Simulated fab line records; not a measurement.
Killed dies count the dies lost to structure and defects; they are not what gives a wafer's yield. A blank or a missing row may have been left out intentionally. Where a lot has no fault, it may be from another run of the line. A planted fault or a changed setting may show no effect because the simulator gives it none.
What tool caused it? | flow sky130 | 15 lots with 45 wafers sampled at 2 steps, on a route of 708 steps

== WHAT THE GAUGES READ, wafer by wafer ==
SKY_LDD_LDN_TW_MEAS_13.
lot  | measured     | on            | LDD_LDN_TW
L320 | day 23 04:13 | film_metro-01 | 1487 1487 1483
L321 | day 23 16:16 | film_metro-04 | 1462 1463 1463
L323 | day 24 01:34 | film_metro-02 | 1553 1557 1551 1551 1558 1552
L328 | day 25 20:59 | film_metro-01 | 1585 1576 1580 1572 1581 1576
L329 | day 26 04:58 | film_metro-01 | 1480 1483 1484
L330 | day 26 14:56 | film_metro-04 | 1566 1570 1559 1556 1571 1562
L333 | day 27 14:12 | film_metro-01 | 1478 1476 1472
L334 | day 27 19:13 | film_metro-02 | 1465 1468 1464
L335 | day 28 04:37 | film_metro-01 | 1482 1488 1479
L336 | day 28 18:04 | film_metro-02 | 1467 1465 1466
L338 | day 29 10:19 | film_metro-01 | 1480 1476 1478
L340 | day 29 18:35 | film_metro-02 | 1466 1460 1463
L341 | day 30 00:37 | film_metro-01 | 1484 1485 1484
L342 | day 30 17:47 | film_metro-04 | 1462 1468 1469
L343 | day 30 20:43 | film_metro-02 | 1459 1455 1448

== WHAT TOOL EACH LOT RAN ON (gives the tool, then ch and the chambers of the sampled wafers, and finally the start) ==
lot  | SKY_LDD_LDN_IMPLANT_09
L320 | implanter-02 ch 0, day 23 03:40
L321 | implanter-03 ch 0, day 23 15:44
L323 | implanter-03 ch 0, day 24 00:29
L328 | implanter-02 ch 0, day 25 19:26
L329 | implanter-01 ch 0, day 26 04:25
L330 | implanter-03 ch 0, day 26 14:04
L333 | implanter-02 ch 0, day 27 13:40
L334 | implanter-03 ch 0, day 27 18:40
L335 | implanter-03 ch 0, day 28 04:05
L336 | implanter-02 ch 0, day 28 17:32
L338 | implanter-03 ch 0, day 29 09:47
L340 | implanter-01 ch 0, day 29 18:03
L341 | implanter-02 ch 0, day 30 00:05
L342 | implanter-03 ch 0, day 30 17:17
L343 | implanter-01 ch 0, day 30 20:10
- SKY_LDD_LDN_IMPLANT_09

== WHAT THE TOOLS THEMSELVES READ (means of the sampled wafers that have a number; where no wafer has one, the mark that the record gives instead) ==
The record holds no such reading with a usual standard deviation.

== THE ANSWER, worked out from the rows above alone ==
Rule: the lots themselves supply what counts as usual. The widest of any qualifying gaps counts: lots, ordered by their means at a reading, are off when they make up no more than a third of the lots, leave a main group of 4 or more, and stand apart from it by 3 or more times the standard deviation of that group's means. A main group is skipped when, at the precision printed for the reading in the tables above, its means are all equal. Also off: a lot with no number at a reading for which 4 or more lots have one. Any other lot the step has rows for is counted as sound. First the gauges in route order, then the tools' own readings, where a lot's mean is used as printed above. The first step at which some lot is off is used, and at that step the reading that is off furthest; a lot without a number counts as furthest.
Off: L323, L328, L330, at SKY_LDD_LDN_TW_MEAS_13 (LDD_LDN_TW). The main group has a mean of 1472 with a standard deviation of 10.
A tool fits if, at a process step before that reading, it ran every lot that is off, and no sound lot after the first of them. The gauges at SKY_LDD_LDN_TW_MEAS_13 are tried like those tools. No candidate that was tried fits.

== WHAT HAD BEEN PUT IN BY THE SIMULATOR ==
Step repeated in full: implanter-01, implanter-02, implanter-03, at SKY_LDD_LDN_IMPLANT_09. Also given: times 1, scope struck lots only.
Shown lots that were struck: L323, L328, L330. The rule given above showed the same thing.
